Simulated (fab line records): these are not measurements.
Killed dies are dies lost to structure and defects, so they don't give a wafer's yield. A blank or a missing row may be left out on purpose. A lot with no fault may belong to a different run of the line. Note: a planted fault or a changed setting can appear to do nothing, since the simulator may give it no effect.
A sampling plan put to the test ; flow sky130 ; one fab line, 39 faults that these records tell of, each judged on the records of the lots that it struck; 9 more are left out, because the records don't allow judging them
The line's own looks make up the plan; these are the steps of the route where a gauge or inspection reads the wafer and leaves it unchanged. A look is open to judgement when struck wafers have a number at it and the file gives its usual mean and standard deviation on fault-free wafers. Caught: the struck wafers' mean, at a look after the fault's first step, is 4 or more of those standard deviations (sigma) away from the usual mean. On the tool: here the same test is run on the tool's own readings at the fault's steps. It also counts as caught if the struck wafers ran another recipe or if their record alone is blank.

== THE FAULTS, as the simulator had put them in ==
1. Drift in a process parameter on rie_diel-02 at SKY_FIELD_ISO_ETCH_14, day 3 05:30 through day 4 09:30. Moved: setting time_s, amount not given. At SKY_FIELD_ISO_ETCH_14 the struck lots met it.
2. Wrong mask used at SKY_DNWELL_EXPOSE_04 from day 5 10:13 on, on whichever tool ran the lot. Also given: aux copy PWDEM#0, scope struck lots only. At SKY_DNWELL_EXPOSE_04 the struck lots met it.
3. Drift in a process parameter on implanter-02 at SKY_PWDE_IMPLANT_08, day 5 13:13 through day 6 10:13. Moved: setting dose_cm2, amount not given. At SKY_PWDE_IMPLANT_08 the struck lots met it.
4. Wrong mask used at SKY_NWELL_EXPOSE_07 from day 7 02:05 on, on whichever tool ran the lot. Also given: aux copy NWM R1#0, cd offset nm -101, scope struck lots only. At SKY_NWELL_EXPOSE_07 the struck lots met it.
5. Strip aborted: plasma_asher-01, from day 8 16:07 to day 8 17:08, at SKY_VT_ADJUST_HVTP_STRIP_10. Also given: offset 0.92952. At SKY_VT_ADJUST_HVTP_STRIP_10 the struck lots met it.
6. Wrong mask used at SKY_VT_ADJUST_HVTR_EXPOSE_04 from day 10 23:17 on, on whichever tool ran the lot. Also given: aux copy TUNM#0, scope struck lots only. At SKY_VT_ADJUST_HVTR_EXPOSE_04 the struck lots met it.
7. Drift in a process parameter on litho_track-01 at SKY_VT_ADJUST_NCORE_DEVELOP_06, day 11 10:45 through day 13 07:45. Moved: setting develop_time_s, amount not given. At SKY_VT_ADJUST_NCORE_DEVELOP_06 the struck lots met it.
8. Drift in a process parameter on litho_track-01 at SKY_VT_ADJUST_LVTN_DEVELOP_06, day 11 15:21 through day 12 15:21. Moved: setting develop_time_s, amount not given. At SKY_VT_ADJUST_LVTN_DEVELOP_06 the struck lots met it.
9. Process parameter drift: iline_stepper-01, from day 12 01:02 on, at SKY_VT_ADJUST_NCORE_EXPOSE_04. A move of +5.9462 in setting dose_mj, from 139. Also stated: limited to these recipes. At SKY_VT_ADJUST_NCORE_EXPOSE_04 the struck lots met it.
10. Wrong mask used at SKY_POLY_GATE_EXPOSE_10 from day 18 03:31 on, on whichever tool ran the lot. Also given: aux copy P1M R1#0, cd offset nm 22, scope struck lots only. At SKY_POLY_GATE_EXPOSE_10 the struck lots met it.
11. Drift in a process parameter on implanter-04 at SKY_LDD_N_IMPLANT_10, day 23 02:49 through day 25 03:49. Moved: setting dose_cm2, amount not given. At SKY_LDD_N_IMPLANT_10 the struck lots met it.
12. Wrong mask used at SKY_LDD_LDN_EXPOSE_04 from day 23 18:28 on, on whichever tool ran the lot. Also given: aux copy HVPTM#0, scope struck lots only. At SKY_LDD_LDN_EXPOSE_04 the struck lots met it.
13. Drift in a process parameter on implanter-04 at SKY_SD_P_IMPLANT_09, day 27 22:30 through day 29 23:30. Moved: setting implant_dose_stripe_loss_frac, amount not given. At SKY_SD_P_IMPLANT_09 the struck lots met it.
14. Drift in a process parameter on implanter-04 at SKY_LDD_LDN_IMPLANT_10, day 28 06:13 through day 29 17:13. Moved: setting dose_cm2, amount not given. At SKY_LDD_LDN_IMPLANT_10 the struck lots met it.
15. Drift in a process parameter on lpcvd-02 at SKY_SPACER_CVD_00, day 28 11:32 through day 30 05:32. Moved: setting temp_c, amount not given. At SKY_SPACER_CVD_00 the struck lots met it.
16. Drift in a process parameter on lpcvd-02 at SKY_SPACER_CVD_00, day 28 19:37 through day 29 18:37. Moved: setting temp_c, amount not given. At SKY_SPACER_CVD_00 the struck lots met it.
17. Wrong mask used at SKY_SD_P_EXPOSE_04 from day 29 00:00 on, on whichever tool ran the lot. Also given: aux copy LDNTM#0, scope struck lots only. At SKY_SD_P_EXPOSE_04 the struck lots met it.
18. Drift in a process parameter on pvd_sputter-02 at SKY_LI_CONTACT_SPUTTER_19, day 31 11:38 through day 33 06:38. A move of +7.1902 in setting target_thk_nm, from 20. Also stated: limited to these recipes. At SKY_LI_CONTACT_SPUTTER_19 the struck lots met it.
19. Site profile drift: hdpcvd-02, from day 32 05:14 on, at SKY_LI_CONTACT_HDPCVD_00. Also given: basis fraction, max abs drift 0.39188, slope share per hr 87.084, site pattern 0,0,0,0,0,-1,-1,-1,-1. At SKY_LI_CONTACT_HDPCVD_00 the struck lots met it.
20. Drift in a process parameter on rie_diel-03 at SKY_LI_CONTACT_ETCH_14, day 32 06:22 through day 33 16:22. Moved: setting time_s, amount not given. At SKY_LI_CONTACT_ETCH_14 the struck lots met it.
21. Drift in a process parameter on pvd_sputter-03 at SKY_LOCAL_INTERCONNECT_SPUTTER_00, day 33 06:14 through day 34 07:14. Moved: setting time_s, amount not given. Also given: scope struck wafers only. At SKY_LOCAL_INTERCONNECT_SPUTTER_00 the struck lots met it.
22. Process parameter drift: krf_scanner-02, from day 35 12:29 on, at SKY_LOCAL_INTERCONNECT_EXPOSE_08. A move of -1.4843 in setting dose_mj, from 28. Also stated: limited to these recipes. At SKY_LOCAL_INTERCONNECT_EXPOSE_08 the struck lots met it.
23. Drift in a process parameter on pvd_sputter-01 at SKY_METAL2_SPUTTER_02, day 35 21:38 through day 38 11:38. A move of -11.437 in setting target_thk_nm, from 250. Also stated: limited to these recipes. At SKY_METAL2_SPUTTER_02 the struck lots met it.
24. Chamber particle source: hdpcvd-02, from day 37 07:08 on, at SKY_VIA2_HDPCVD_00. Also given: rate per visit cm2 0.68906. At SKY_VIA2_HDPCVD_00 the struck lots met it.
25. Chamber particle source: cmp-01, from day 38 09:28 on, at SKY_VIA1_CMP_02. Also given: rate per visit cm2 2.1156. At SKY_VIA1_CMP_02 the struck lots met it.
26. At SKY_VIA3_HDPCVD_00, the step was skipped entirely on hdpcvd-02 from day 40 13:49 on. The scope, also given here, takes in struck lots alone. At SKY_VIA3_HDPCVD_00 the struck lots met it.
27. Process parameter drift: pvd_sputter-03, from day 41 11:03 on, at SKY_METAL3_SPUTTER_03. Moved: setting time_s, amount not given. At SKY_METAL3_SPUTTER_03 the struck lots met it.
28. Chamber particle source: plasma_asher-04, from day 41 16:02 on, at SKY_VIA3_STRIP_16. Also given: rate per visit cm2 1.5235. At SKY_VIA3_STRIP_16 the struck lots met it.
29. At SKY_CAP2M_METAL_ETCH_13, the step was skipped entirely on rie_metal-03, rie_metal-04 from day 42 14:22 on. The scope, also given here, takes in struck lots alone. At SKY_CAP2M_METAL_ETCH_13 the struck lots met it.
30. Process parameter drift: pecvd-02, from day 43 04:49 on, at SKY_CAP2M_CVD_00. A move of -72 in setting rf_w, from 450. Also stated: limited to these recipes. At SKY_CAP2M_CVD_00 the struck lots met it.
31. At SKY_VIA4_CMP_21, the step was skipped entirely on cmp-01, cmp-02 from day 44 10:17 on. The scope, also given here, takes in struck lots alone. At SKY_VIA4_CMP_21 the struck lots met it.
32. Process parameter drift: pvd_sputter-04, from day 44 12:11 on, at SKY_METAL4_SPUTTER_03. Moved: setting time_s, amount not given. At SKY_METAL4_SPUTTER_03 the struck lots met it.
33. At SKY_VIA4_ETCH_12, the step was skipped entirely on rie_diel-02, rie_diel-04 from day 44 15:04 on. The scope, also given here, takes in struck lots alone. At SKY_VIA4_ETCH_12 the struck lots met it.
34. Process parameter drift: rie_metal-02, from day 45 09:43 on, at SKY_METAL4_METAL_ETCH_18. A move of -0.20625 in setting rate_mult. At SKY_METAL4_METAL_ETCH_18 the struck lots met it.
35. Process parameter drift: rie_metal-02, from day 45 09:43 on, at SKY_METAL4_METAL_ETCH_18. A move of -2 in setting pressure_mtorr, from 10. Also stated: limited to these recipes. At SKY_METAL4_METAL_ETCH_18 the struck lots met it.
36. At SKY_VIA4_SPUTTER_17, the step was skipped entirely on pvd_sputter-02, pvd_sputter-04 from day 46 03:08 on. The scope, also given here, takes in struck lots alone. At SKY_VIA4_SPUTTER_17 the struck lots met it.
37. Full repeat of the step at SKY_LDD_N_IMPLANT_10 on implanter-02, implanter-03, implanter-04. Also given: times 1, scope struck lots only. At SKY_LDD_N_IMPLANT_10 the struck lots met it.
38. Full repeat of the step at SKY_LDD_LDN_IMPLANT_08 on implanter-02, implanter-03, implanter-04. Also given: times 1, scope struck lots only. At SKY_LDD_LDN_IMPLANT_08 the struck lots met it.
39. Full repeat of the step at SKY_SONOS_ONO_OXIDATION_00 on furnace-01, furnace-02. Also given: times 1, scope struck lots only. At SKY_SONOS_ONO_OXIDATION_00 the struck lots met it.

== WHAT THE PLAN SAW ==
fault;on the tool itself;first look that catches it;reading, sigma;median hours from its first step to that look;hours from the fault's start to the first struck lot there;judged looks passed uncaught
1;run_length_s -55 sigma;no look after it can be judged;-;-;-;0
2;under 2 sigma;SKY_DNWELL_TW_MEAS_09;DNWELL_TW -99 or beyond;8.8;10;0
3;dose_ions_cm2 +99 or beyond sigma;SKY_NWELL_RS_MEAS_31;PWDE_RS -24;38.9;41;1
4;under 2 sigma;no look after it can be judged;-;-;-;0
5;oes_product_au +43 sigma;SKY_VT_ADJUST_LVTN_TW_MEAS_10;VT_ADJUST_LVTN_TW -87;21.9;23;0
6;no reading that can be judged;SKY_VT_ADJUST_HVTR_TW_MEAS_11;VT_ADJUST_HVTR_TW -95;12.4;14;0
7;under 2 sigma;SKY_VT_ADJUST_NCORE_CD_MEAS_07;cd_nm -44;0.1;1;0
8;no reading that can be judged;SKY_VT_ADJUST_LVTN_TW_MEAS_10;VT_ADJUST_LVTN_TW -87;1.0;5;0
9;exposure_dose_mJ_cm2 +46 sigma;SKY_VT_ADJUST_NCORE_CD_MEAS_07;cd_nm +4.8;12.6;23;0
10;no reading that can be judged;SKY_POLY_GATE_CD_MEAS_13;cd_nm +15;15.3;18;0
11;dose_ions_cm2 +99 or beyond sigma;SKY_LDD_N_TW_MEAS_17;LDD_N_TW +13;1.0;14;0
12;no reading that can be judged;SKY_LDD_LDN_TW_MEAS_13;LDD_LDN_TW -85;16.0;17;0
13;under 2 sigma;none of the 6 looks that can be judged after it;-;-;-;6
14;dose_ions_cm2 -99 or beyond sigma;not the one look that can be judged after it;strongest: LDD_LDN_TW at SKY_LDD_LDN_TW_MEAS_13, -3.0;-;-;1
15;susceptor_temp_C -60 sigma;SKY_SPACER_THK_MEAS_01;SPACER_CVD_00_THK -42;1.2;4;0
16;susceptor_temp_C +27 sigma;SKY_SPACER_THK_MEAS_01;SPACER_CVD_00_THK +22;1.2;6;0
17;no reading that can be judged;SKY_SD_P_TW_MEAS_11;SD_P_TW -85;14.3;18;0
18;under 2 sigma;no look after it can be judged;-;-;-;0
19;no reading that can be judged;SKY_LI_CONTACT_THK_MEAS_01;LI_CONTACT_HDPCVD_THK -14;0.1;1;0
20;run_length_s -76 sigma;not the one look that can be judged after it;-;-;-;1
21;under 2 sigma;SKY_LOCAL_INTERCONNECT_RS_MEAS_01;LOCAL_INTERCONNECT_TIN_RS +15;0.1;5;0
22;exposure_dose_mJ_cm2 -39 sigma;SKY_LOCAL_INTERCONNECT_CD_MEAS_11;cd_nm +6.6;12.9;13;0
23;under 2 sigma;SKY_METAL2_RS_MEAS_05;METAL2_ALCU_RS +5.0;0.1;8;0
24;no reading that can be judged;none of the 2 looks that can be judged after it;-;-;-;2
25;under 2 sigma;no look after it can be judged;-;-;-;0
26;the tool's record is blank for the struck wafers;none of the 3 looks that can be judged after it;-;-;-;3
27;under 2 sigma;no look after it can be judged;-;-;-;0
28;under 2 sigma;no look after it can be judged;-;-;-;0
29;the tool's record is blank for the struck wafers;no look after it can be judged;-;-;-;0
30;rf_fwd_power_W -25 sigma;not the one look that can be judged after it;strongest: CAP2M_CVD_00_THK at SKY_CAP2M_THK_MEAS_01, -3.0;-;-;1
31;the tool's record is blank for the struck wafers;no look after it can be judged;-;-;-;0
32;under 2 sigma;no look after it can be judged;-;-;-;0
33;the tool's record is blank for the struck wafers;no look after it can be judged;-;-;-;0
34;under 2 sigma;no look after it can be judged;-;-;-;0
35;chamber_pressure_mTorr -99 or beyond sigma;no look after it can be judged;-;-;-;0
36;the tool's record is blank for the struck wafers;no look after it can be judged;-;-;-;0
37;under 2 sigma;SKY_LDD_N_TW_MEAS_17;LDD_N_TW +5.0;1.3;-;0
38;no reading that can be judged;SKY_LDD_LDN_TW_MEAS_13;LDD_LDN_TW +6.4;1.0;-;0
39;under 2 sigma;SKY_SONOS_ONO_THK_MEAS_01;SONOS_ONO_OXIDATION_THK +32;3.5;-;0
A dash: this means the fault isn't caught or the number doesn't appear in these records.

Caught at a look: 20 of 39. Caught on the tool: 17 of 39. By one or the other: 30 of 39.
Faults 1, 14, 20, 26, 29, 30, 31, 33, 35, 36 were caught on the tool alone.
Caught at a look alone: faults 2, 6, 7, 8, 10, 12, 17, 19, 21, 23, 37, 38, 39.
Caught by neither: faults 4, 13, 18, 24, 25, 27, 28, 32, 34.

== THINNER SAMPLING ==
In the worst case, this is how late the first struck lot would be measured if the look that catches a fault measured only every second or every third lot, by lot number:
fault;struck lots at that look, in order of time;every lot;every second lot;every third lot
2;L669;10 h;may miss it;may miss it
3;L119, L121;41 h;may miss all 2;may miss all 2
5;L720;23 h;may miss it;may miss it
6;L552;14 h;may miss it;may miss it
7;L704, L705;1 h;11 h;may miss all 2
8;L722, L724;5 h;may miss all 2;may miss all 2
9;L192, L193;23 h;28 h;may miss all 2
10;L911;18 h;may miss it;may miss it
11;L546, L548;14 h;may miss all 2;may miss all 2
12;L822;17 h;may miss it;may miss it
15;L214, L215;4 h;14 h;may miss all 2
16;L742, L743;6 h;8 h;may miss all 2
17;L496;18 h;may miss it;may miss it
19;L338, L337, L339;1 h;3 h;22 h
21;L402, L403;5 h;25 h;may miss all 2
22;L659, L660, L661, L662;13 h;25 h;29 h
23;L618, L620;8 h;may miss all 2;may miss all 2
Hours are from the fault's start to the first struck lot that is measured. The test against the limit of 4 sigma pooled every struck wafer, which means one lot taken alone may stay below that limit. Other struck lots may not be in these records.

== THE LONGEST TIMED WAY FROM STEP TO LOOK ==
Fault 3: the median time between SKY_PWDE_IMPLANT_08 and SKY_NWELL_RS_MEAS_31 is 38.9 hours. The look between them that can be judged stayed within 4 sigma: SKY_PWDE_TW_MEAS_10.
